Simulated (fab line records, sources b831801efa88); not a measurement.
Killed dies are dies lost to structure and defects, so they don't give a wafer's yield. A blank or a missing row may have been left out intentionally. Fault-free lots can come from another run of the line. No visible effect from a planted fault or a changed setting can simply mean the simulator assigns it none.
Comparing a struck lot with a sound one -- flow gf180mcu -- 43 out of 602 route steps
Sound: these wafers, L225.2, L225.3, L225.6. Wafers L237.1, L237.3, L237.4 were the ones struck. Last of all comes the cause.
For every step that has rows: the tool of each side, followed by ch and its chambers, followed by its first start. Under that, the readings that differ: sound wafers -- struck wafers -- difference of the means -- sigmas: that difference in standard deviations of wafers without a fault.
alike: same words and numbers on both sides, and readings whose means sit less than 2 such deviations apart. not compared: any withheld reading, any reading some wafer has no value for, any bound like >300 that may hide the same value, and any number with overlapping values for which the record gives no deviation.
A row with sigmas, a row that says differs or no value, or rows on one side alone: a step with any of these is where the two part. When numbers do not overlap yet have no deviation, they are printed without sigmas and do not part them. A reading missing from all wafers of one side parts the sides only when that side holds two or more wafers.

first, 5 steps without rows for these wafers: GF_SAB_COAT_04 (resist thk 1000 nm); GF_SAB_SOFTBAKE_05 (time 57.07 s); GF_SAB_EXPOSE_06 (exposes mask SAB, target cd 420 nm); GF_SAB_PEB_07; GF_SAB_DEVELOP_08 (develop time 60 s).
GF_SAB_CD_MEAS_09 targets a cd of 420 nm.
  sound on cd_sem-01 at day 15 14:53; struck on cd_sem-01 at day 19 23:22
  alike: cd_nm
GF_SAB_OVL_MEAS_10:
  sound on overlay-02 at day 15 14:59; struck on overlay-01 at day 19 23:29
  alike: SAB_OVL
GF_SAB_ETCH_11: etches SiO2 in C4F8/O2/Ar, target depth 55 nm, time 8.5 s.
  sound on rie_diel-04 ch 0,1, day 15 15:01; struck on rie_diel-03 ch 0,1,2, day 19 23:32
  alike: oes_product_au
then, 1 step without rows for these wafers: GF_SAB_WET_ETCH_12 (etches SiO2 in dHF, target depth 22 nm, time 440 s).
GF_SAB_STRIP_13: strips in O2/N2.
  sound on plasma_asher-04 ch 0,1, day 15 15:10; struck on plasma_asher-01 ch 0,1, day 19 23:41
  alike: drypump_motor_current_A, heater_power_w, n2_flow_sccm, oes_product_au, strip_time_to_endpoint_s
  not compared: rf_hours_counter_h
then, 2 steps without rows for these wafers: GF_SALICIDE_CLEAN_00 (cleans in SC1/SC2, time 150 s); GF_SALICIDE_WET_ETCH_01 (etches SiO2 in dHF, target depth 5 nm, time 100 s).
GF_SALICIDE_SPUTTER_02: material Co, target thk 10 nm, time 20 s.
  sound on pvd_sputter-04 at day 15 15:21; struck on pvd_sputter-04 at day 19 23:52
  alike: throttle_valve_pct
then, 1 step without rows for these wafers: GF_SALICIDE_SPUTTER_03 (material TiN, target thk 20 nm, time 16.7 s).
GF_SALICIDE_RS_MEAS_04: measures by four-point-probe.
  sound on film_metro-03 at day 15 15:25; struck on film_metro-02 at day 19 23:55
  alike: SALICIDE_TIN_RS
GF_SALICIDE_THK_MEAS_05: measures by xrf.
  sound on film_metro-03 at day 15 15:32; struck on film_metro-02 at day 20 00:02
reading,sound,struck,difference,sigmas
SALICIDE_TIN_THK (nm),19.75 19.82 19.71,20.91 20.39 20.42,+0.81,+3
then, 4 steps without rows for these wafers: GF_SALICIDE_RTA_06 (time 30 s); GF_SALICIDE_WET_ETCH_07 (etches the open film in SPM, target depth 120 nm); GF_SALICIDE_RTA_08 (time 30 s); GF_CONTACT_CVD_00 (deposits SiO2, target thk 300 nm, time 50 s).
GF_CONTACT_THK_MEAS_01:
  sound on film_metro-02 at day 15 16:01; struck on film_metro-04 at day 20 00:26
  alike: CONTACT_CVD_00_THK
then, 1 step without rows for these wafers: GF_CONTACT_CVD_02 (deposits SiO2 from TEOS, target thk 860 nm, time 95.992 s).
GF_CONTACT_THK_MEAS_03:
  sound on film_metro-04 at day 15 16:09; struck on film_metro-04 at day 20 00:34
  alike: CONTACT_CVD_02_THK
then, 1 step without rows for these wafers: GF_CONTACT_CMP_04 (polishes SiO2).
GF_CONTACT_BOW_MEAS_05:
  sound on film_metro-04 at day 15 16:32; struck on film_metro-01 at day 20 00:56
  alike: CONTACT_BOW
then, 8 steps without rows for these wafers: GF_CONTACT_DEHYDRATE_06 (time 60 s); GF_CONTACT_HMDS_07 (prime time 60 s); GF_CONTACT_COAT_08; GF_CONTACT_COAT_09 (resist thk 1000 nm); GF_CONTACT_SOFTBAKE_10 (time 60 s); GF_CONTACT_EXPOSE_11 (exposes mask Contact, target cd 220 nm); GF_CONTACT_PEB_12 (peb time 90 s); GF_CONTACT_DEVELOP_13 (develop time 60 s).
GF_CONTACT_CD_MEAS_14 targets a cd of 220 nm.
  sound on cd_sem-01 at day 16 14:11; struck on cd_sem-01 at day 21 00:53
  alike: cd_nm
GF_CONTACT_OVL_MEAS_15:
  sound on overlay-01 at day 16 14:17; struck on overlay-02 at day 21 01:01
  alike: CONTACT_OVL
then, 1 step without rows for these wafers: GF_CONTACT_ETCH_16 (etches BARC in N2/H2).
GF_CONTACT_ETCH_17: etches SiO2 in C4F8/O2/Ar, stops on CoSi2, target depth 860 nm.
  sound: rie_diel-03 ch 0,2; struck: rie_diel-02 ch 0,1,2
  alike: oes_product_au
GF_CONTACT_STRIP_18: strips in O2/N2.
  sound on plasma_asher-01 ch 0,1, day 16 14:29; struck on plasma_asher-01 ch 0,1, day 21 01:13
  alike: drypump_motor_current_A, heater_power_w, n2_flow_sccm, oes_product_au
  not compared: rf_hours_counter_h
then, 3 steps without rows for these wafers: GF_CONTACT_CLEAN_19 (cleans in SPM); GF_CONTACT_CLEAN_20 (cleans in DIW); GF_CONTACT_CLEAN_21 (cleans in dHF, time 20 s).
GF_CONTACT_SPUTTER_22: material Ti, target thk 15 nm, time 80.02 s.
  sound on pvd_sputter-04 at day 16 14:47; struck on pvd_sputter-03 at day 21 01:31
  alike: throttle_valve_pct
-- the record jumps here: 12 days lie between the struck wafers' starts before and after (it left off in module CONTACT and takes up again in module PASSIVATION, whose first step shown is number 602 of the route) --
GF_PASSIVATION_PROBE_99:
  the record has rows for the struck wafers here (prober-02, day 32 21:16) and none for the sound ones

== WHERE THEY PART ==
Last at GF_PASSIVATION_PROBE_99 as far as this record goes, first at GF_SALICIDE_THK_MEAS_05.

WHY: what the simulator had put in
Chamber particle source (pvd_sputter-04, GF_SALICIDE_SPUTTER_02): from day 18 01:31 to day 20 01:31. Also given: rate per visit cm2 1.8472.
